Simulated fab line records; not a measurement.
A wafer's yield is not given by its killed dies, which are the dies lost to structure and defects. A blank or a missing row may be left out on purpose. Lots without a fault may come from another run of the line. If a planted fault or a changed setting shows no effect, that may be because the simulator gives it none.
fab line records    flow sfq-line
record: lots: 6  wafers: 18  last-day: 79
route steps=325 shown R5@216 I5@228 C5@240 M6@251
lots that met no fault: taken from a fault-free run of the same line
start-h: the number of hours between the record's first day and the start of the first shown wafer of the lot    wait-h: hours from the lot's prior step to this one    " the same as in the row above    L1.1+2: a single row standing in for several wafers    - either no value or no given start    * or withheld: withheld    < > ~ a bound
route shown NAME@n: a module of which the file shows steps, and the number in the route of the first    usual: mean and standard deviation over wafers with no fault    same: alike in all rows    chamber/n: place in a boat    sites: the reading at each site    _std_site: the standard deviation of these    _edge_site: mean of outer sites minus mean of inner sites    radius-mm: for every site, how far away it sits from the centre of the wafer    mask NAME#n: copy n    behind: the most recent tool/chamber to have shaped the wafer    hold: reason for holding the lot/hours on hold/outcome of the hold    device: transistor that didn't switch, given as n, p or np    end of line: the tests these same wafers got at the end of their route    where a step has no rows: the recipe by itself    killed: dies that structure and defects cost at the first sort, which is not the same as the wafer's yield    map: per-die view of a wafer (x killed, . not killed, _ where there is no die)
set.NAME: setting as actually run; set.NAME@STEP: the setting as run at that earlier step    model.NAME: the simulator's own value behind a step, which no gauge read
lots seen at some steps along the route; tables by step, rows by wafer
services: a tool's chamber out of use, with start hour (start-h, from the record's first day; less than 0 if before it), hours out, and reason
== steps ==
step: SFQ_R5_THK_MEAS_934
recipe: thk-meas-gauge: xrf  reads: MoNx_of_TRILAYER_R5_DEP_SPUTTER_133
usual: R5_MONX_THK: 40.1/0.59
lot.wafer  tool           chamber  start-h  wait-h  R5_MONX_THK[nm]
L825.3     film-metro-02  -        1186.40  0.1     40.3
L825.5     "              -        "        "       40.0
L825.6     "              -        "        "       40.0
L826.2     film-metro-02  -        1189.39  0.1     39.6
L826.5     "              -        "        "       40.4
L826.6     "              -        "        "       39.5
L831.2     film-metro-01  -        1327.57  0.1     40.0
L831.4     "              -        "        "       40.1
L831.6     "              -        "        "       39.8
L832.1     film-metro-02  -        1345.20  0.1     40.0
L832.4     "              -        "        "       40.2
L832.5     "              -        "        "       39.9
L838.1     film-metro-03  -        1514.83  0.1     38.9
L838.2     "              -        "        "       39.4
L838.3     "              -        "        "       39.1
L845.1     film-metro-03  -        1575.53  0.1     40.5
L845.4     "              -        "        "       40.0
L845.5     "              -        "        "       39.9
step: SFQ_TRILAYER_R5_LITHO_COAT_141
recipe: resist: BARC  spin-rpm: 3000  resist-thk-nm: 62
step: SFQ_TRILAYER_R5_LITHO_COAT_136
recipe: resist: KrF  spin-rpm: 3000  resist-thk-nm: 600
step: SFQ_TRILAYER_R5_LITHO_SOFTBAKE_140
recipe: temp-c: withheld  time-s: withheld  resist: KrF
step: SFQ_TRILAYER_R5_LITHO_EXPOSE_137
recipe: mask-id: R5  na: 0.6  source-shape: conventional  sigma-outer: 0.65  target-cd-nm: 500  dose-mj: 14.4
step: SFQ_TRILAYER_R5_LITHO_PEB_139
recipe: peb-temp-c: 115  peb-time-s: 60  resist: KrF
step: SFQ_TRILAYER_R5_LITHO_DEVELOP_138
recipe: time-s: 60  resist: KrF
step: SFQ_R5_OVL_MEAS_935
usual: R5_OVL: -2/5.5
lot.wafer  tool        chamber  start-h  wait-h  R5_OVL[nm]
L825.3     overlay-02  -        1311.07  0.1     -5
L825.5     "           -        "        "       -10
L825.6     "           -        "        "       -6
L826.2     overlay-02  -        1314.66  0.1     -5
L826.5     "           -        "        "       -3
L826.6     "           -        "        "       -2
L831.2     overlay-02  -        1329.88  0.1     -10
L831.4     "           -        "        "       -18
L831.6     "           -        "        "       -6
L832.1     overlay-02  -        1347.64  0.1     2
L832.4     "           -        "        "       -1
L832.5     "           -        "        "       1
L838.1     overlay-02  -        1532.48  0.1     -3
L838.2     "           -        "        "       -1
L838.3     "           -        "        "       1
L845.1     overlay-01  -        1592.86  0.1     -7
L845.4     "           -        "        "       -1
L845.5     "           -        "        "       -7
step: SFQ_TRILAYER_R5_BARC_OPEN_METAL_ETCH_177
recipe: mask-material: PR  chemistry: O2  target-depth-nm: 125  target: BARC  icp-w: 600  bias-w: 80  pressure-mtorr: 10  time-s: 41.7
step: SFQ_TRILAYER_R5_ETCH_METAL_ETCH_139
recipe: stop-on: SiO2  mask-material: PR  chemistry: Cl2  target-depth-nm: 60  icp-w: 600  bias-w: 80  pressure-mtorr: 10  time-s: 40
usual: drypump-motor-current-A: 5.9/0.63  oes-product-au: 0.987/0.0059
lot.wafer  tool          chamber  start-h  wait-h  drypump-motor-current-A  oes-product-au  rf-hours-counter-h
L825.3     rie-metal-04  0        1311.17  0.0     6.2                      0.982           -
L825.5     "             1        "        "       5.0                      0.987           -
L825.6     "             0        "        "       6.2                      0.995           -
L826.2     rie-metal-04  1        1314.75  0.0     5.0                      0.982           87
L826.5     "             1        "        "       5.0                      0.983           -
L826.6     "             0        "        "       6.2                      0.982           -
L831.2     rie-metal-03  1        1329.97  0.0     6.4                      0.977           7
L831.4     "             1        "        "       6.4                      0.985           -
L831.6     "             1        "        "       6.4                      0.988           -
L832.1     rie-metal-03  0        1347.73  0.0     6.3                      0.984           19
L832.4     "             1        "        "       6.5                      0.988           -
L832.5     "             0        "        "       6.3                      0.996           -
L838.1     rie-metal-02  0        1532.64  0.1     4.8                      0.993           38
L838.2     "             0        "        "       4.8                      0.993           -
L838.3     "             0        "        "       4.8                      0.991           -
L845.1     rie-metal-03  0        1592.95  0.0     6.3                      0.998           49
L845.4     "             1        "        "       6.4                      0.993           -
L845.5     "             1        "        "       6.4                      0.987           -
step: SFQ_TRILAYER_R5_STRIP_STRIP_140
recipe: gas: O2  power-w: 200  platen-temp-c: 40  overash-fraction: 0.65  chemistry: O2  pressure-mtorr: 50
step: SFQ_TRILAYER_R5_STRIP_SOLV_CLEAN_141
recipe: chemistry: NMP  temp-c: 70  time-s: 600
step: SFQ_TRILAYER_A5C_DEP_PECVD_142
recipe: material: SiO2  temp-c: 150  time-s: 15.556  pressure-torr: 2.4  rf-w: 183.3  precursor: SiH4/N2O  target-thk-nm: 70
usual: heater-power-w: 86/14  susceptor-temp-C: 150.00/0.15  throttle-valve-pct: 25.4/0.94
lot.wafer  tool      chamber  start-h  wait-h  heater-power-w  susceptor-temp-C  throttle-valve-pct  model.SiO2_of_TRILAYER_A5C_DEP_PECVD_142.thk-nm
L825.3     pecvd-02  2        1311.98  0.0     75              150.02            25.5                69.87
L825.5     "         1        "        "       90              150.00            25.4                69.27
L825.6     "         2        "        "       77              150.02            25.5                71.05
L826.2     pecvd-04  0        1315.60  0.0     63              149.95            23.4                70.14
L826.5     "         0        "        "       61              149.78            23.4                71.11
L826.6     "         1        "        "       111             149.86            23.8                69.81
L831.2     pecvd-02  0        1330.82  0.0     81              150.25            24.6                52.81
L831.4     "         2        "        "       87              149.92            25.3                69.64
L831.6     "         0        "        "       80              150.26            24.6                69.47
L832.1     pecvd-02  0        1348.56  0.0     86              150.16            24.5                70.57
L832.4     "         1        "        "       90              150.02            25.8                70.5
L832.5     "         2        "        "       85              149.89            25.5                53.81
L838.1     pecvd-04  1        1534.13  0.0     127             149.93            24.6                69.77
L838.2     "         0        "        "       63              150.27            24.3                69.56
L838.3     "         2        "        "       105             149.96            24.0                70.64
L845.1     pecvd-01  0        1593.78  0.0     85              150.24            25.7                69.19
L845.4     "         2        "        "       78              149.98            25.4                70.12
L845.5     "         1        "        "       93              150.01            26.6                70.96
step: SFQ_TRILAYER_I5_LITHO_COAT_149
recipe: resist: BARC  spin-rpm: 3000  resist-thk-nm: 62
step: SFQ_TRILAYER_I5_LITHO_COAT_144
recipe: resist: KrF  spin-rpm: 3000  resist-thk-nm: 650
step: SFQ_TRILAYER_I5_LITHO_SOFTBAKE_148
recipe: temp-c: withheld  time-s: withheld  resist: KrF
step: SFQ_TRILAYER_I5_LITHO_EXPOSE_145
recipe: mask-id: I5  na: 0.6  source-shape: conventional  sigma-outer: 0.65  target-cd-nm: 700  dose-mj: 21.3
step: SFQ_TRILAYER_I5_LITHO_PEB_147
recipe: peb-temp-c: 115  peb-time-s: 60  resist: KrF
step: SFQ_TRILAYER_I5_LITHO_DEVELOP_146
recipe: time-s: 60  resist: KrF
step: SFQ_I5_OVL_MEAS_936
usual: I5_OVL: 2/5.9
lot.wafer  tool        chamber  start-h  wait-h  I5_OVL[nm]
L825.3     overlay-02  -        1416.33  0.1     5
L825.5     "           -        "        "       4
L825.6     "           -        "        "       0
L826.2     overlay-02  -        1422.32  0.1     -12
L826.5     "           -        "        "       -1
L826.6     "           -        "        "       -3
L831.2     overlay-02  -        1441.48  0.1     -3
L831.4     "           -        "        "       4
L831.6     "           -        "        "       3
L832.1     overlay-01  -        1494.66  0.1     5
L832.4     "           -        "        "       7
L832.5     "           -        "        "       4
L838.1     overlay-01  -        1629.01  0.1     7
L838.2     "           -        "        "       9
L838.3     "           -        "        "       3
L845.1     overlay-02  -        1673.26  0.1     -1
L845.4     "           -        "        "       1
L845.5     "           -        "        "       7
step: SFQ_TRILAYER_I5_BARC_OPEN_VIA_ETCH_200
recipe: mask-material: PR  chemistry: O2  target-depth-nm: 125  target: BARC  source-w: 500  bias-w: 80  pressure-mtorr: 30  time-s: 41.7
usual: drypump-motor-current-A: 5.8/0.4  oes-product-au: 0.685/0.0047
lot.wafer  tool         chamber  start-h  wait-h  drypump-motor-current-A  oes-product-au  rf-hours-counter-h
L825.3     rie-diel-01  3        1416.35  0.0     6.2                      0.682           17
L825.5     "            1        "        "       5.4                      0.682           -
L825.6     "            0        "        "       5.5                      0.694           -
L826.2     rie-diel-03  2        1422.35  0.0     6.1                      0.685           15
L826.5     "            3        "        "       6.2                      0.688           -
L826.6     "            0        "        "       5.2                      0.690           -
L831.2     rie-diel-03  2        1441.51  0.0     6.1                      0.681           15
L831.4     "            1        "        "       5.6                      0.686           14
L831.6     "            0        "        "       5.2                      0.678           -
L832.1     rie-diel-03  3        1494.70  0.0     6.2                      0.688           13
L832.4     "            0        "        "       5.2                      0.684           3
L832.5     "            3        "        "       6.2                      0.689           -
L838.1     rie-diel-04  3        1629.04  0.0     5.6                      0.688           4
L838.2     "            2        "        "       6.2                      0.682           19
L838.3     "            0        "        "       5.4                      0.679           1
L845.1     rie-diel-04  0        1673.29  0.0     5.5                      0.674           2
L845.4     "            1        "        "       6.2                      0.687           19
L845.5     "            3        "        "       5.6                      0.686           -
step: SFQ_TRILAYER_I5_ETCH_VIA_ETCH_147
recipe: stop-on: Nb  mask-material: PR  chemistry: CHF3  target-depth-nm: 360  source-w: 500  bias-w: 80  pressure-mtorr: 30  time-s: withheld
step: SFQ_TRILAYER_I5_STRIP_STRIP_148
recipe: gas: O2  power-w: 200  platen-temp-c: 40  overash-fraction: 0.65  chemistry: O2  pressure-mtorr: 50
usual: drypump-motor-current-A: 5.6/0.53  oes-product-au: 0.994/0.0089
same: overash-fraction: 0.65
lot.wafer  tool          chamber  start-h  wait-h  drypump-motor-current-A  oes-product-au  rf-hours-counter-h
L825.3     rie-metal-01  0        1416.74  -       5.9                      0.997           -
L825.5     "             0        "        "       5.9                      0.996           -
L825.6     "             1        "        "       6.1                      0.971           -
L826.2     rie-metal-02  0        1422.54  -       4.8                      1.004           24
L826.5     "             1        "        "       6.0                      0.993           -
L826.6     "             0        "        "       4.8                      1.007           -
L831.2     rie-metal-02  1        1441.70  -       6.0                      0.985           130
L831.4     "             1        "        "       6.0                      1.000           -
L831.6     "             1        "        "       6.0                      1.001           -
L832.1     rie-metal-04  1        1494.89  -       5.0                      0.991           112
L832.4     "             1        "        "       5.0                      0.992           -
L832.5     "             1        "        "       5.0                      0.984           -
L838.1     rie-metal-02  1        1629.23  -       6.0                      0.990           15
L838.2     "             0        "        "       4.8                      1.010           59
L838.3     "             0        "        "       4.8                      1.009           -
L845.1     rie-metal-04  1        1673.48  -       5.0                      0.996           147
L845.4     "             1        "        "       5.0                      0.995           -
L845.5     "             1        "        "       5.0                      0.975           -
step: SFQ_TRILAYER_I5_STRIP_SOLV_CLEAN_149
recipe: chemistry: NMP  temp-c: 70  time-s: 600
step: SFQ_TRILAYER_C5_LITHO_COAT_156
recipe: resist: BARC  spin-rpm: 3000  resist-thk-nm: 62
step: SFQ_TRILAYER_C5_LITHO_COAT_151
recipe: resist: KrF  spin-rpm: 3000  resist-thk-nm: 650
step: SFQ_TRILAYER_C5_LITHO_SOFTBAKE_155
recipe: temp-c: withheld  time-s: withheld  resist: KrF
step: SFQ_TRILAYER_C5_LITHO_EXPOSE_152
recipe: mask-id: C5  na: 0.6  source-shape: conventional  sigma-outer: 0.65  target-cd-nm: 500  dose-mj: 21.3
step: SFQ_TRILAYER_C5_LITHO_PEB_154
recipe: peb-temp-c: 115  peb-time-s: 60  resist: KrF
step: SFQ_TRILAYER_C5_LITHO_DEVELOP_153
recipe: time-s: 60  resist: KrF
step: SFQ_C5_OVL_MEAS_937
usual: C5_OVL: 0/5.8
lot.wafer  tool        chamber  start-h  wait-h  C5_OVL[nm]
L825.3     overlay-01  -        1437.40  0.1     5
L825.5     "           -        "        "       -1
L825.6     "           -        "        "       -1
L826.2     overlay-01  -        1440.99  0.1     -2
L826.5     "           -        "        "       -1
L826.6     "           -        "        "       -4
L831.2     overlay-01  -        1457.79  0.1     10
L831.4     "           -        "        "       4
L831.6     "           -        "        "       3
L832.1     overlay-02  -        1516.93  0.1     -1
L832.4     "           -        "        "       1
L832.5     "           -        "        "       -3
L838.1     overlay-01  -        1728.71  0.1     0
L838.2     "           -        "        "       2
L838.3     "           -        "        "       6
L845.1     overlay-01  -        1782.71  0.1     3
L845.4     "           -        "        "       0
L845.5     "           -        "        "       5
step: SFQ_TRILAYER_C5_BARC_OPEN_VIA_ETCH_210
recipe: mask-material: PR  chemistry: O2  target-depth-nm: 125  target: BARC  source-w: 500  bias-w: 80  pressure-mtorr: 30  time-s: 41.7
usual: drypump-motor-current-A: 5.6/0.46  oes-product-au: 0.685/0.0049
lot.wafer  tool         chamber  start-h  wait-h  drypump-motor-current-A  oes-product-au  rf-hours-counter-h
L825.3     rie-diel-02  1        1437.42  0.0     5.7                      0.681           8
L825.5     "            1        "        "       5.7                      0.690           -
L825.6     "            2        "        "       5.3                      0.690           -
L826.2     rie-diel-01  2        1441.02  0.0     5.2                      0.691           12
L826.5     "            3        "        "       6.3                      0.686           -
L826.6     "            0        "        "       5.4                      0.681           -
L831.2     rie-diel-02  3        1457.82  0.0     6.2                      0.683           10
L831.4     "            1        "        "       5.7                      0.684           8
L831.6     "            0        "        "       4.8                      0.680           -
L832.1     rie-diel-04  2        1516.97  0.0     6.2                      0.690           18
L832.4     "            3        "        "       5.6                      0.687           4
L832.5     "            2        "        "       6.2                      0.689           -
L838.1     rie-diel-04  1        1728.74  0.0     6.3                      0.690           20
L838.2     "            0        "        "       5.5                      0.687           3
L838.3     "            3        "        "       5.6                      0.695           6
L845.1     rie-diel-04  2        1782.74  0.0     6.2                      0.690           22
L845.4     "            1        "        "       6.2                      0.692           20
L845.5     "            0        "        "       5.5                      0.684           -
step: SFQ_TRILAYER_C5_ETCH_VIA_ETCH_154
recipe: target: SiO2  mask-material: PR  chemistry: CHF3  target-depth-nm: 84  source-w: 500  bias-w: 80  pressure-mtorr: 30  time-s: withheld  stop-on: Nb
usual: drypump-motor-current-A: 5.6/0.46  oes-product-au: 0.895/0.0082
lot.wafer  tool         chamber  start-h  wait-h  drypump-motor-current-A  oes-product-au  model.C5.feature-depth-nm  model.etch.depth-nm
L825.3     rie-diel-02  1        1437.46  0.0     5.7                      0.897           69.87                      69.87
L825.5     "            1        "        "       5.7                      0.897           69.27                      69.27
L825.6     "            2        "        "       5.2                      0.896           71.05                      71.05
L826.2     rie-diel-01  2        1441.06  0.0     5.3                      0.897           70.14                      70.14
L826.5     "            3        "        "       6.3                      0.903           71.11                      71.11
L826.6     "            0        "        "       5.4                      0.891           69.81                      69.81
L831.2     rie-diel-02  3        1457.86  0.0     6.1                      0.762           52.81                      52.81
L831.4     "            1        "        "       5.7                      0.886           69.64                      69.64
L831.6     "            0        "        "       4.8                      0.889           69.47                      69.47
L832.1     rie-diel-04  2        1517.01  0.0     6.2                      0.892           70.57                      70.57
L832.4     "            3        "        "       5.6                      0.900           70.5                       70.5
L832.5     "            2        "        "       6.2                      0.761           53.81                      53.81
L838.1     rie-diel-04  1        1728.78  0.0     6.2                      0.890           69.77                      69.77
L838.2     "            0        "        "       5.4                      0.889           69.56                      69.56
L838.3     "            3        "        "       5.6                      0.894           70.64                      70.64
L845.1     rie-diel-04  2        1782.78  0.0     6.2                      0.889           69.19                      69.19
L845.4     "            1        "        "       6.2                      0.895           70.12                      70.12
L845.5     "            0        "        "       5.5                      0.900           70.96                      70.96
step: SFQ_TRILAYER_C5_STRIP_STRIP_155
recipe: gas: O2  power-w: 200  platen-temp-c: 40  overash-fraction: 0.65  chemistry: O2  pressure-mtorr: 50
usual: drypump-motor-current-A: 5.9/0.46  oes-product-au: 0.999/0.009
same: overash-fraction: 0.65
lot.wafer  tool          chamber  start-h  wait-h  drypump-motor-current-A  oes-product-au  rf-hours-counter-h
L825.3     rie-metal-01  1        1437.71  -       6.0                      0.995           -
L825.5     "             1        "        "       6.0                      0.994           -
L825.6     "             0        "        "       5.9                      1.002           -
L826.2     rie-metal-01  1        1441.11  -       6.1                      0.984           13
L826.5     "             0        "        "       5.9                      1.013           -
L826.6     "             1        "        "       6.1                      0.994           -
L831.2     rie-metal-02  1        1457.91  -       6.0                      0.990           131
L831.4     "             0        "        "       4.8                      1.014           -
L831.6     "             1        "        "       6.0                      0.992           -
L832.1     rie-metal-01  1        1517.06  -       6.1                      0.992           22
L832.4     "             1        "        "       6.1                      0.984           -
L832.5     "             1        "        "       6.1                      0.994           -
L838.1     rie-metal-03  1        1728.83  -       6.5                      0.995           57
L838.2     "             0        "        "       6.3                      0.992           67
L838.3     "             0        "        "       6.3                      0.992           -
L845.1     rie-metal-03  0        1782.83  -       6.3                      1.009           75
L845.4     "             0        "        "       6.3                      1.009           -
L845.5     "             1        "        "       6.4                      0.990           -
step: SFQ_TRILAYER_C5_STRIP_SOLV_CLEAN_156
recipe: chemistry: NMP  temp-c: 70  time-s: 600
step: SFQ_TRILAYER_M6_DEP_PRE_CLEAN_158
recipe: gas: Ar  time-s: 22.5  bias-v: 250
lot.wafer  tool            chamber  start-h  wait-h  model.SiO2_of_TRILAYER_A5C_DEP_PECVD_142.thk-nm
L825.3     pvd-sputter-05  -        1438.28  0.0     62.37
L825.5     "               -        "        "       61.77
L825.6     "               -        "        "       63.55
L826.2     pvd-sputter-03  -        1441.88  0.0     62.64
L826.5     "               -        "        "       63.61
L826.6     "               -        "        "       62.31
L831.2     pvd-sputter-05  -        1458.70  0.0     45.31
L831.4     "               -        "        "       62.14
L831.6     "               -        "        "       61.97
L832.1     pvd-sputter-03  -        1518.43  0.0     63.07
L832.4     "               -        "        "       63
L832.5     "               -        "        "       46.31
L838.1     pvd-sputter-05  -        1729.61  0.0     62.27
L838.2     "               -        "        "       62.06
L838.3     "               -        "        "       63.14
L845.1     pvd-sputter-03  -        1783.61  0.0     61.69
L845.4     "               -        "        "       62.62
L845.5     "               -        "        "       63.46
step: SFQ_TRILAYER_M6_DEP_SPUTTER_157
recipe: material: Nb  base-pressure-pa: 1.33e-06  chamber-pressure-pa: 0.1333  substrate-temp-c: 20  target-thk-nm: 200  power-w: 2000  time-s: 133.3
== services ==
tool          chamber  start-h  hours  kind
rie-metal-02  -        1288.60  5.3    repair
rie-diel-04   2        1289.45  7.5    repair
rie-metal-03  0        1293.40  11.5   repair
rie-metal-02  -        1301.21  0.3    repair
rie-metal-03  0        1311.34  7.3    repair
rie-metal-03  1        1316.08  4.3    repair
rie-diel-02   1        1316.15  15.6   repair
rie-metal-02  1        1333.35  2.8    repair
rie-metal-04  -        1375.47  2.8    pm
rie-diel-02   2        1408.02  4.5    repair
rie-diel-04   1        1416.41  38.6   repair
rie-metal-03  -        1424.60  14.6   pm
rie-diel-04   -        1479.28  0.6    repair
rie-diel-04   2        1506.43  2.4    repair
rie-metal-03  -        1507.12  5.0    repair
rie-diel-02   2        1564.69  6.6    repair
rie-diel-02   -        1567.97  0.8    repair
rie-diel-02   0        1574.37  22.4   repair
rie-diel-04   -        1574.72  1.0    repair
rie-metal-03  -        1622.55  1.4    pm
rie-metal-03  -        1671.23  2.8    pm
rie-diel-04   2        1703.57  8.0    repair
rie-metal-02  1        1725.32  24.4   repair
rie-diel-04   3        1738.62  27.3   repair
== key ==
first-sign: step: SFQ_TRILAYER_C5_ETCH_VIA_ETCH_154  reading: oes-product-au  direction: down  sigmas: 16  usual: 0.895  struck: 0.761
effect none on later readings
model-effect: step: SFQ_TRILAYER_A5C_DEP_PECVD_142  value: SiO2_of_TRILAYER_A5C_DEP_PECVD_142.thk-nm  without: 70.47  struck: 53.31
model-effect: step: SFQ_TRILAYER_C5_ETCH_VIA_ETCH_154  value: C5.feature-depth-nm  without: 70.47  struck: 53.31
model-effect: step: SFQ_TRILAYER_M6_DEP_PRE_CLEAN_158  value: SiO2_of_TRILAYER_A5C_DEP_PECVD_142.thk-nm  without: 62.97  struck: 45.81
met-at SFQ_TRILAYER_A5C_DEP_PECVD_142
struck-wafers L831.2,L832.5
onset-between 1311.98 1330.82
fault: kind: process-parameter-drift  tool: pecvd-02  chamber: -  onset-h: 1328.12  steps: SFQ_TRILAYER_A5C_DEP_PECVD_142  channel: target-thk-nm  offset: -17.157  shape: step  end-h: 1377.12  scope: struck-wafers-only  acts-in: these-recipes-only  stated: 70
